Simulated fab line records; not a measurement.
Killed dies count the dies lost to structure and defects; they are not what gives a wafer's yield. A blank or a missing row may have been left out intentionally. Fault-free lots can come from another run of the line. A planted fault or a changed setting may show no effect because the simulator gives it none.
8D (eight disciplines) problem report, filled in by code	flow sky130	the parts of the form that need people (team, actions taken, sign-off) are left out

1. WHAT WENT WRONG
killed-at-front-end at SKY_PAD_OPEN_PROBE_99 reads a mean of 420 on 6 wafers of 2 lots; wafers without a fault read 15 with a standard deviation of 4.2. That is +96 standard deviations from the usual mean.
Seen first at day 49 11:24 on prober-01, wafer L408.2. Wafers with a number at this step in the record: 9, from 3 lots. Rule for "out" (also "out of limits"): further than 4 standard deviations from the usual mean. All remaining wafers that have a number are taken as sound.

2. WHAT IT IS; WHAT IT IS NOT
question	is	is not
which readings at this step	killed-at-front-end, killed-dies, killed-on-rim	killed_at_M4_up, killed-at-contacts, killed-at-other, killed-short
which lots	L408, L409	L414
which wafers of those lots	all that have a number	-
read on which tools	prober-01, prober-02	-
when	from day 49 11:24	up to then (0 sound wafers); but 3 sound wafers of L414 came after

3. WHAT RULES OUT EACH SUSPECT
Counting: a tool at any process step up to the reading remains a suspect when it ran all the lots that are out and ran no sound lot after the first of those.
- plasma-asher-03 at SKY_POLY_GATE_STRIP_18 (strips in O2/N2): kept. It ran every lot that is out, first L408 (day 21 15:21), and no sound lot after that.
The count leaves plasma-asher-03 at SKY_POLY_GATE_STRIP_18.

4. THE CAUSE (what the simulator had put in)
Whole step skipped at SKY_POLY_GATE_STRIP_18 on plasma-asher-03, starting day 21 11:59. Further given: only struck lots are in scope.
The count eliminated every tool but this one.

5. THE CHAIN OF EFFECTS, in route order
Each row: a reading whose mean over the struck wafers that have a number lies more than 3 standard deviations from the usual. Only readings for which the record gives a usual standard deviation are gone through. hours: the time from each lot's start at the first step in this table that gives one to its start at this step, as a median over the lots. sigmas: the change in usual standard deviations.
hours	step	reading	usual	on struck wafers	change	sigmas
0	SKY_PAD_OPEN_PROBE_99	killed-at-front-end	15	420	+405	+96
0	SKY_PAD_OPEN_PROBE_99	killed-dies	86	492	+406	+37
0	SKY_PAD_OPEN_PROBE_99	killed-on-rim	17	96	+79	+19
Its process steps:
- SKY_PAD_OPEN_PROBE_99
Readings that are blank on the struck wafers while sound wafers have them: chamber-pressure-mTorr at SKY_POLY_GATE_STRIP_18; drypump-motor-current-A at SKY_POLY_GATE_STRIP_18; oes-product-au at SKY_POLY_GATE_STRIP_18; strip-time-to-endpoint-s at SKY_POLY_GATE_STRIP_18.

6. WHAT WOULD HAVE CAUGHT IT SOONER
In this record the first reading out of limits was taken at day 49 11:24, 671 hours after the fault began at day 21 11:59.
At SKY_POLY_GATE_STRIP_18 the tool's readings are blank on the struck wafers, where sound wafers have them: an empty tool record is the first sign, and it was there at once.
All the lots that are out (2) had begun SKY_POLY_GATE_STRIP_18 on plasma-asher-03 by day 49 11:24. Had the tool been put on hold then, not one of them would have been saved.
